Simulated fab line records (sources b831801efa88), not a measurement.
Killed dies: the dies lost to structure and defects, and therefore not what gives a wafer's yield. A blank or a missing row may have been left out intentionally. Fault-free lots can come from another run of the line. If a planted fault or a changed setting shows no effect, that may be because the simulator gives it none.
Comparing a struck lot with a sound one    flow sky130    14 steps out of a route of 708
Sound: the wafers L258.1, L258.2, L258.5. Wafers struck: L255.3, L255.4, L255.5. The cause is given at the end.
Order at every step that has rows: each side's tool, ch and its chambers, its first start. Under that, the readings that differ: sound wafers    struck wafers    difference of the means    sigmas: that difference in standard deviations of wafers without a fault.
alike: a reading whose means differ by less than 2 such deviations, as well as words and numbers matching on both sides. not compared: withheld readings; readings where some wafer has no value; bounds like >300 that might hide an equal value; numbers whose values overlap and for which the record gives no deviation.
Wherever a step has rows on one side only, a row that says differs or no value, or a row with sigmas, the two part there. Non-overlapping numbers with no deviation appear without sigmas and do not part them. A reading that every wafer of one side lacks parts them only if that side has two wafers or more.

first, 7 steps without rows for these wafers: SKY_METAL2_HMDS_08 (prime time 60 s); SKY_METAL2_COAT_09 (resist thk 60 nm); SKY_METAL2_COAT_10 (resist thk 450 nm); SKY_METAL2_SOFTBAKE_11 (time 90 s); SKY_METAL2_EXPOSE_12 (exposes mask MM2, target cd 140 nm); SKY_METAL2_PEB_13; SKY_METAL2_DEVELOP_14 (develop time 60 s).
SKY_METAL2_CD_MEAS_15 targets a cd of 140 nm.
  struck on cd_sem-02, day 37 22:10; sound on cd_sem-02, day 38 17:11
  alike: cd_nm
SKY_METAL2_OVL_MEAS_16:
  struck on overlay-01, day 37 22:16; sound on overlay-01, day 38 17:19
  alike: METAL2_OVL
SKY_METAL2_DESCUM_17: chemistry O2, time 8 s.
  sound on rie_metal-02 ch 0,1, day 38 17:20; struck on rie_metal-04 ch 0,1, day 37 22:17
reading                      sound           struck          difference  sigmas
drypump_motor_current_A (A)  5.79 5.65 5.79  5.46 5.63 5.48  -0.22       -3
  alike: he_backside_leak_sccm, oes_product_au, rf_fwd_power_W
  not compared: rf_hours_counter_h
SKY_METAL2_ETCH_18: etches BARC in N2/H2, stops on SiO2, time 45.9 s, target depth 60 nm.
  sound on rie_metal-02 ch 0,1, day 38 17:23; struck on rie_metal-04 ch 0,1, day 37 22:20
reading                      sound           struck          difference  sigmas
drypump_motor_current_A (A)  5.79 5.65 5.76  5.48 5.64 5.51  -0.19       -2
  alike: he_backside_leak_sccm, oes_product_au, rf_fwd_power_W, throttle_valve_pct
  not compared: rf_hours_counter_h
SKY_METAL2_METAL_ETCH_19: etches the open film in Cl2/BCl3, stops on SiO2, target depth 360 nm, time 78 s.
  sound on rie_metal-02 ch 0,1, day 38 17:26; struck on rie_metal-04 ch 0,1, day 37 22:25
reading                      sound           struck          difference  sigmas
drypump_motor_current_A (A)  5.75 5.66 5.80  5.50 5.63 5.48  -0.20       -2
  alike: he_backside_leak_sccm, oes_product_au, rf_fwd_power_W, throttle_valve_pct
  not compared: rf_hours_counter_h
SKY_METAL2_STRIP_20: strips in O2/N2.
  sound on plasma_asher-04 ch 0,1, day 38 17:32; struck on plasma_asher-02 ch 0,1, day 37 22:30
  no value came back on the struck wafers for chamber_pressure_mTorr (mTorr), drypump_motor_current_A (A), oes_product_au (a.u.), strip_time_to_endpoint_s (s); on the sound wafers chamber_pressure_mTorr (mTorr) reads 1499.8 1499.2 1499.5
reading                                        sound  struck             difference  sigmas
model.KrF-thick_of_METAL2_COAT_10.thk_nm (nm)  0 0 0  156.2 155.4 158.2  +156.6      
  not compared: rf_hours_counter_h
then, 1 step without rows for these wafers: SKY_METAL2_STRIP_21 (strips in post etch residue remover, time 1200 s).

WHERE THEY PART
Last at SKY_METAL2_STRIP_20 as far as this record goes, first at SKY_METAL2_DESCUM_17.

WHY: the cause the simulator had injected
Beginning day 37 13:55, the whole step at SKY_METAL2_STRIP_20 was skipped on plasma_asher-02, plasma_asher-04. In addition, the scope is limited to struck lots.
